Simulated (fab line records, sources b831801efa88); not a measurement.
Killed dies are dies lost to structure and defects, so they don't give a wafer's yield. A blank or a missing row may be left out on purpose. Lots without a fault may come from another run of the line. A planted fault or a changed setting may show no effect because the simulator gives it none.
Which tool did it? | flow gf180mcu | 14 lots, 42 wafers sampled, at 7 steps of a route of 602

WHAT THE GAUGES READ, wafer by wafer
GF_VT_IMPLANT_OVL_MEAS_29. Usual: VT_IMPLANT_02_OVL 0.5 nm, standard deviation 1.5.
lot  | measured     | on         | VT_IMPLANT_02_OVL (nm) | flag
L609 | day 7 05:33  | overlay-01 | 2.0 0.7 2.4            |
L610 | day 7 08:42  | overlay-01 | -2.6 -1.4 -2.1         |
L612 | day 8 00:30  | overlay-01 | 3.8 1.2 1.2            |
L613 | day 8 02:29  | overlay-02 | 0.9 0.1 0.3            |
L614 | day 8 12:16  | overlay-01 | 0.2 1.1 0.4            |
L615 | day 8 18:31  | overlay-02 | -0.8 0.7 0.1           |
L624 | day 11 03:26 | overlay-02 | 2.6 1.9 3.0            |
L625 | day 11 11:50 | overlay-02 | 0.4 -1.6 0.5           |
L626 | day 11 19:18 | overlay-02 | 0.8 -2.1 -0.1          |
L627 | day 12 01:56 | overlay-01 | 0.2 0.9 1.4            |
L628 | day 12 11:02 | overlay-01 | -0.8 2.6 -0.4          |
L629 | day 12 21:49 | overlay-01 | 2.8 2.5 -0.2           |
L630 | day 13 05:56 | overlay-01 | -0.6 -0.5 -0.2         |
L631 | day 13 12:05 | overlay-01 | -0.1 0.0 1.3           |

GF_POLY_GATE_CD_MEAS_18. Usual: cd_nm 280.3 nm, standard deviation 1.8.
lot  | measured     | on        | cd_nm (nm)        | flag
L609 | day 9 17:27  | cd_sem-01 | 279.4 279.2 277.8 |
L610 | day 9 18:44  | cd_sem-01 | 280.4 280.8 281.5 |
L612 | day 10 12:55 | cd_sem-02 | 282.3 279.6 282.2 |
L613 | day 10 17:05 | cd_sem-01 | 283.0 279.6 282.0 |
L614 | day 10 23:54 | cd_sem-02 | - - -             | OFF
L615 | day 11 08:51 | cd_sem-01 | - - -             | OFF
L624 | day 13 20:29 | cd_sem-02 | 282.0 277.9 276.7 |
L625 | day 14 08:50 | cd_sem-01 | 282.9 281.1 281.2 |
L626 | day 14 15:51 | cd_sem-02 | 275.5 277.2 277.3 |
L627 | day 14 22:09 | cd_sem-02 | 281.3 278.6 279.6 |
L628 | day 15 11:27 | cd_sem-02 | 280.7 278.3 281.0 |
L629 | day 15 19:55 | cd_sem-01 | 280.4 282.8 283.2 |
L630 | day 16 05:18 | cd_sem-02 | 282.2 280.6 280.0 |
L631 | day 16 13:47 | cd_sem-02 | 280.5 281.2 278.0 |

WHICH TOOL RAN EACH LOT (tool, then ch and the chambers of the sampled wafers, then the start)
lot  | GF_MVPSD_STRIP_10                    | GF_VT_IMPLANT_STRIP_20               | GF_POLY_GATE_ETCH_12               | GF_POLY_GATE_ETCH_13             | GF_POLY_GATE_STRIP_14
L609 | plasma_asher-04 ch 0,1, day 5 09:07  | plasma_asher-02 ch 0,1, day 6 14:50  | rie_diel-04 ch 1,3, day 9 15:47    | rie_si-02 ch 0,1,2, day 9 15:50  | plasma_asher-03 ch 0,1, day 9 15:53
L610 | plasma_asher-03 ch 0,1, day 5 11:36  | plasma_asher-01 ch 0,1, day 6 16:42  | rie_diel-02 ch 0,1,3, day 9 17:08  | rie_si-01 ch 1,2, day 9 17:11    | plasma_asher-02 ch 0,1, day 9 17:14
L612 | plasma_asher-03 ch 0,1, day 6 02:16  | plasma_asher-04 ch 0,1, day 7 09:11  | rie_diel-03 ch 0,1, day 10 11:08   | rie_si-01 ch 2,3, day 10 11:13   | plasma_asher-03 ch 0,1, day 10 11:16
L613 | plasma_asher-01 ch 0,1, day 6 04:34  | plasma_asher-02 ch 0,1, day 7 10:36  | rie_diel-03 ch 0,2, day 10 14:26   | rie_si-02 ch 0,1, day 10 14:29   | plasma_asher-01 ch 0,1, day 10 14:32
L614 | plasma_asher-01 ch 0,1, day 6 12:37  | plasma_asher-02 ch 0, day 7 19:40    | rie_diel-02 ch 0,1,2, day 10 22:15 | rie_si-01 ch 0,2, day 10 22:18   | plasma_asher-02 ch 0,1, day 10 22:22
L615 | plasma_asher-01 ch 0,1, day 6 17:54  | plasma_asher-04 ch 0,1, day 8 01:46  | rie_diel-04 ch 1,2,3, day 11 06:41 | rie_si-01 ch 0,1,3, day 11 06:44 | plasma_asher-03 ch 1, day 11 06:47
L624 | plasma_asher-04 ch 0,1, day 8 21:45  | plasma_asher-02 ch 0,1, day 10 09:11 | rie_diel-02 ch 1,2,3, day 13 18:53 | rie_si-02 ch 0,1,3, day 13 18:56 | plasma_asher-02 ch 0,1, day 13 18:59
L625 | plasma_asher-04 ch 0,1, day 9 04:18  | plasma_asher-01 ch 0,1, day 10 17:16 | rie_diel-04 ch 0,1,3, day 14 06:11 | rie_si-01 ch 1,2,3, day 14 06:14 | plasma_asher-02 ch 0,1, day 14 06:17
L626 | plasma_asher-03 ch 0, day 9 12:43    | plasma_asher-04 ch 0,1, day 11 00:52 | rie_diel-04 ch 0,1, day 14 13:56   | rie_si-02 ch 1,3, day 14 13:59   | plasma_asher-03 ch 0,1, day 14 14:02
L627 | plasma_asher-03 ch 1, day 9 19:12    | plasma_asher-01 ch 0,1, day 11 07:05 | rie_diel-03 ch 0,1,2, day 14 20:35 | rie_si-02 ch 0,1,2, day 14 20:38 | plasma_asher-03 ch 0,1, day 14 20:41
L628 | plasma_asher-03 ch 0,1, day 10 03:09 | plasma_asher-02 ch 0,1, day 11 16:01 | rie_diel-02 ch 0,1,2, day 15 09:53 | rie_si-01 ch 2,3, day 15 09:56   | plasma_asher-01 ch 0,1, day 15 09:59
L629 | plasma_asher-04 ch 0,1, day 10 13:57 | plasma_asher-01 ch 0,1, day 12 02:42 | rie_diel-03 ch 2,3, day 15 18:18   | rie_si-02 ch 0,3, day 15 18:21   | plasma_asher-01 ch 0,1, day 15 18:26
L630 | plasma_asher-04 ch 0,1, day 10 20:19 | plasma_asher-04 ch 0, day 12 09:42   | rie_diel-04 ch 0,1,2, day 16 03:42 | rie_si-01 ch 0,2,3, day 16 03:45 | plasma_asher-01 ch 0,1, day 16 03:48
L631 | plasma_asher-01 ch 0,1, day 11 02:37 | plasma_asher-01 ch 0,1, day 12 16:01 | rie_diel-02 ch 1,2,3, day 16 11:09 | rie_si-02 ch 1,2,3, day 16 11:12 | plasma_asher-02 ch 0,1, day 16 11:15
- GF_MVPSD_STRIP_10: strips in O2/N2.
- GF_VT_IMPLANT_STRIP_20: strips in O2/N2.
- GF_POLY_GATE_ETCH_12: etches BARC in N2/H2.
- GF_POLY_GATE_ETCH_13: etches poly-Si in HBr/Cl2, stops on SiO2, target depth 198.5 nm, time 69.6 s.
- GF_POLY_GATE_STRIP_14: strips in O2/N2.

WHAT THE TOOLS THEMSELVES READ (means of the sampled wafers that have a number; where no wafer has one, the mark that the record gives instead)
GF_MVPSD_STRIP_10. Usual: chamber_pressure_mTorr 1500.0 mTorr, standard deviation 1.3; drypump_motor_current_A 5.86 A, standard deviation 0.28; heater_power_w 319 W, standard deviation 27; oes_product_au 0.722 a.u., standard deviation 0.0043; strip_time_to_endpoint_s 36.94 s, standard deviation 0.1.
lot  | tool            | chamber_pressure_mTorr (mTorr) | drypump_motor_current_A (A) | heater_power_w (W) | oes_product_au (a.u.) | strip_time_to_endpoint_s (s) | flag
L609 | plasma_asher-04 | 1499.6                         | 5.95                        | 330                | 0.718                 | 36.81                        |
L610 | plasma_asher-03 | 1500.0                         | 5.98                        | 287                | 0.725                 | 36.91                        |
L612 | plasma_asher-03 | 1500.0                         | 5.97                        | 290                | 0.723                 | 37.18                        |
L613 | plasma_asher-01 | 1499.6                         | 5.83                        | 334                | 0.727                 | 36.82                        |
L614 | plasma_asher-01 | 1499.9                         | 5.85                        | 330                | 0.722                 | 36.99                        |
L615 | plasma_asher-01 | 1499.4                         | 5.84                        | 333                | 0.726                 | 36.88                        |
L624 | plasma_asher-04 | 1500.3                         | 5.98                        | 325                | 0.720                 | 36.93                        |
L625 | plasma_asher-04 | 1500.3                         | 5.97                        | 327                | 0.719                 | 36.80                        |
L626 | plasma_asher-03 | 1499.9                         | 6.09                        | 267                | 0.721                 | 36.93                        |
L627 | plasma_asher-03 | 1500.2                         | 5.73                        | 331                | 0.725                 | 36.93                        |
L628 | plasma_asher-03 | 1500.8                         | 5.89                        | 310                | 0.720                 | 37.08                        |
L629 | plasma_asher-04 | 1500.5                         | 5.96                        | 327                | 0.723                 | 36.95                        |
L630 | plasma_asher-04 | 1499.5                         | 5.68                        | 336                | 0.723                 | 37.04                        |
L631 | plasma_asher-01 | 1500.4                         | 5.83                        | 333                | 0.724                 | 36.97                        |

GF_VT_IMPLANT_STRIP_20. Usual: chamber_pressure_mTorr 1500 mTorr, standard deviation 4.9; drypump_motor_current_A 5.5 A, standard deviation 0.42; heater_power_w 337 W, standard deviation 19; oes_product_au 0.717 a.u., standard deviation 0.0046; strip_time_to_endpoint_s 12.64 s, standard deviation 0.033.
lot  | tool            | chamber_pressure_mTorr (mTorr) | drypump_motor_current_A (A) | heater_power_w (W) | oes_product_au (a.u.) | strip_time_to_endpoint_s (s) | flag
L609 | plasma_asher-02 | 1500                           | 5.1                         | 352                | 0.718                 | 12.65                        |
L610 | plasma_asher-01 | 1500                           | 5.8                         | 338                | 0.715                 | 12.60                        |
L612 | plasma_asher-04 | 1500                           | 6.0                         | 323                | 0.720                 | 12.62                        |
L613 | plasma_asher-02 | 1500                           | 5.1                         | 351                | 0.715                 | 12.58                        |
L614 | plasma_asher-02 | 1500                           | 5.3                         | 321                | 0.720                 | 12.62                        |
L615 | plasma_asher-04 | 1500                           | 6.0                         | 326                | 0.722                 | 12.60                        |
L624 | plasma_asher-02 | 1501                           | 5.1                         | 348                | 0.716                 | 12.63                        |
L625 | plasma_asher-01 | 1500                           | 5.8                         | 334                | 0.717                 | 12.61                        |
L626 | plasma_asher-04 | 1499                           | 5.7                         | 332                | 0.722                 | 12.67                        |
L627 | plasma_asher-01 | 1500                           | 5.8                         | 339                | 0.718                 | 12.62                        |
L628 | plasma_asher-02 | 1501                           | 5.1                         | 351                | 0.721                 | 12.64                        |
L629 | plasma_asher-01 | 1499                           | 5.9                         | 335                | 0.712                 | 12.65                        |
L630 | plasma_asher-04 | 1500                           | 6.2                         | 314                | 0.716                 | 12.64                        |
L631 | plasma_asher-01 | 1501                           | 5.8                         | 332                | 0.717                 | 12.67                        |

GF_POLY_GATE_ETCH_12. Usual: bias_w 99.98 W, standard deviation 0.29; chamber_pressure_mTorr 30.00 mTorr, standard deviation 0.035; drypump_motor_current_A 5.9 A, standard deviation 0.45; oes_product_au 0.735 a.u., standard deviation 0.0043; rf_fwd_power_W 495.7 W, standard deviation 1.7; throttle_valve_pct 13.214 %, standard deviation 0.0088.
lot  | tool        | bias_w (W) | chamber_pressure_mTorr (mTorr) | drypump_motor_current_A (A) | oes_product_au (a.u.) | rf_fwd_power_W (W) | throttle_valve_pct (%) | flag
L609 | rie_diel-04 | 100.03     | 29.98                          | 5.6                         | 0.739                 | 497.7              | 13.214                 |
L610 | rie_diel-02 | 100.03     | 29.99                          | 6.0                         | 0.736                 | 496.8              | 13.216                 |
L612 | rie_diel-03 | 99.77      | 29.99                          | 6.0                         | 0.735                 | 495.0              | 13.211                 |
L613 | rie_diel-03 | 99.88      | 29.99                          | 5.8                         | 0.736                 | 494.1              | 13.210                 |
L614 | rie_diel-02 | -          | -                              | -                           | -                     | -                  | -                      | OFF
L615 | rie_diel-04 | -          | -                              | -                           | -                     | -                  | -                      | OFF
L624 | rie_diel-02 | 99.80      | 30.02                          | 6.0                         | 0.729                 | 497.2              | 13.214                 |
L625 | rie_diel-04 | 99.96      | 30.01                          | 5.9                         | 0.731                 | 496.1              | 13.221                 |
L626 | rie_diel-04 | 99.81      | 29.98                          | 5.9                         | 0.734                 | 496.4              | 13.211                 |
L627 | rie_diel-03 | 99.95      | 30.02                          | 5.9                         | 0.731                 | 495.0              | 13.213                 |
L628 | rie_diel-02 | 100.15     | 29.98                          | 6.0                         | 0.734                 | 495.6              | 13.216                 |
L629 | rie_diel-03 | 99.70      | 30.00                          | 5.4                         | 0.737                 | 493.1              | 13.212                 |
L630 | rie_diel-04 | 99.81      | 30.01                          | 5.9                         | 0.738                 | 497.3              | 13.216                 |
L631 | rie_diel-02 | 99.82      | 30.00                          | 6.0                         | 0.739                 | 496.4              | 13.218                 |

GF_POLY_GATE_ETCH_13. Usual: HBr_flow_sccm 150.0 sccm, standard deviation 0.48; bias_w 100.0 W, standard deviation 0.3; chamber_pressure_mTorr 9.999 mTorr, standard deviation 0.012; drypump_motor_current_A 5.7 A, standard deviation 0.55; oes_product_au 0.992 a.u., standard deviation 0.0078; rf_fwd_power_W 396.5 W, standard deviation 1.3; throttle_valve_pct 33.684 %, standard deviation 0.0093.
lot  | tool      | HBr_flow_sccm (sccm) | bias_w (W) | chamber_pressure_mTorr (mTorr) | drypump_motor_current_A (A) | oes_product_au (a.u.) | rf_fwd_power_W (W) | throttle_valve_pct (%) | flag
L609 | rie_si-02 | 149.8                | 100.0      | 10.001                         | 5.8                         | 0.984                 | 396.6              | 33.679                 |
L610 | rie_si-01 | 150.4                | 100.2      | 9.990                          | 5.5                         | 0.992                 | 397.1              | 33.682                 |
L612 | rie_si-01 | 150.1                | 99.9       | 9.997                          | 5.6                         | 0.997                 | 395.7              | 33.689                 |
L613 | rie_si-02 | 150.0                | 99.8       | 9.997                          | 6.4                         | 0.982                 | 396.4              | 33.678                 |
L614 | rie_si-01 | 150.0                | 100.0      | 10.000                         | 5.3                         | 0.268                 | 396.8              | 33.685                 | OFF
L615 | rie_si-01 | 149.9                | 100.2      | 9.997                          | 5.6                         | 0.272                 | 397.2              | 33.677                 | OFF
L624 | rie_si-02 | 150.2                | 100.1      | 10.003                         | 6.1                         | 0.985                 | 396.2              | 33.682                 |
L625 | rie_si-01 | 150.1                | 99.9       | 9.995                          | 5.5                         | 0.996                 | 397.8              | 33.678                 |
L626 | rie_si-02 | 150.4                | 100.0      | 9.999                          | 6.2                         | 0.988                 | 396.5              | 33.679                 |
L627 | rie_si-02 | 149.6                | 99.9       | 9.988                          | 5.8                         | 0.987                 | 395.1              | 33.690                 |
L628 | rie_si-01 | 150.1                | 100.1      | 10.032                         | 5.5                         | 0.997                 | 396.5              | 33.681                 |
L629 | rie_si-02 | 150.1                | 99.9       | 10.002                         | 5.8                         | 0.986                 | 396.0              | 33.682                 |
L630 | rie_si-01 | 150.2                | 100.0      | 10.000                         | 5.5                         | 1.002                 | 397.8              | 33.688                 |
L631 | rie_si-02 | 149.6                | 99.8       | 9.997                          | 5.9                         | 0.991                 | 395.5              | 33.689                 |

GF_POLY_GATE_STRIP_14. Usual: chamber_pressure_mTorr 1500.0 mTorr, standard deviation 1.4; drypump_motor_current_A 5.5 A, standard deviation 0.41; heater_power_w 324 W, standard deviation 32; oes_product_au 0.505 a.u., standard deviation 0.0045.
lot  | tool            | chamber_pressure_mTorr (mTorr) | drypump_motor_current_A (A) | heater_power_w (W) | oes_product_au (a.u.) | flag
L609 | plasma_asher-03 | 1499.2                         | 6.0                         | 285                | 0.508                 |
L610 | plasma_asher-02 | 1500.4                         | 5.1                         | 355                | 0.508                 |
L612 | plasma_asher-03 | 1499.6                         | 5.9                         | 312                | 0.504                 |
L613 | plasma_asher-01 | 1500.6                         | 5.8                         | 333                | 0.506                 |
L614 | plasma_asher-02 | 1500.6                         | 5.1                         | 354                | 0.529                 | OFF
L615 | plasma_asher-03 | 1499.1                         | 5.8                         | 331                | 0.523                 | OFF
L624 | plasma_asher-02 | 1498.8                         | 5.1                         | 348                | 0.504                 |
L625 | plasma_asher-02 | 1499.5                         | 5.2                         | 336                | 0.507                 |
L626 | plasma_asher-03 | 1498.2                         | 5.8                         | 307                | 0.503                 |
L627 | plasma_asher-03 | 1498.7                         | 6.0                         | 283                | 0.504                 |
L628 | plasma_asher-01 | 1500.7                         | 5.8                         | 330                | 0.506                 |
L629 | plasma_asher-01 | 1500.8                         | 5.8                         | 338                | 0.504                 |
L630 | plasma_asher-01 | 1501.4                         | 5.8                         | 336                | 0.507                 |
L631 | plasma_asher-02 | 1500.3                         | 5.2                         | 335                | 0.505                 |

THE ANSWER, worked out from the rows above alone
Rule: a lot is off if the mean of its wafers that have a number lies more than 3 standard deviations from the usual mean. A lot without any number at a reading at which 4 lots or more have one is off too. The other lots that the step has rows for count as sound. The gauges are gone through in route order, then the tools' own readings, and for those a lot's mean is taken as printed above. The first step at which some lot is off is used, and at that step the reading that is off furthest; a lot without a number counts as furthest.
Off: L614, L615, at GF_POLY_GATE_CD_MEAS_18 (cd_nm). Without a number there: L614, L615.
A tool fits if, at a process step before that reading, it ran every lot that is off, and no sound lot after the first of them. The gauges at GF_POLY_GATE_CD_MEAS_18 aren't tried: what is off there is off at GF_POLY_GATE_ETCH_12 too, on other tools, and a gauge's error can't cause that. None of those tried fits.

WHAT THE SIMULATOR HAD PUT IN
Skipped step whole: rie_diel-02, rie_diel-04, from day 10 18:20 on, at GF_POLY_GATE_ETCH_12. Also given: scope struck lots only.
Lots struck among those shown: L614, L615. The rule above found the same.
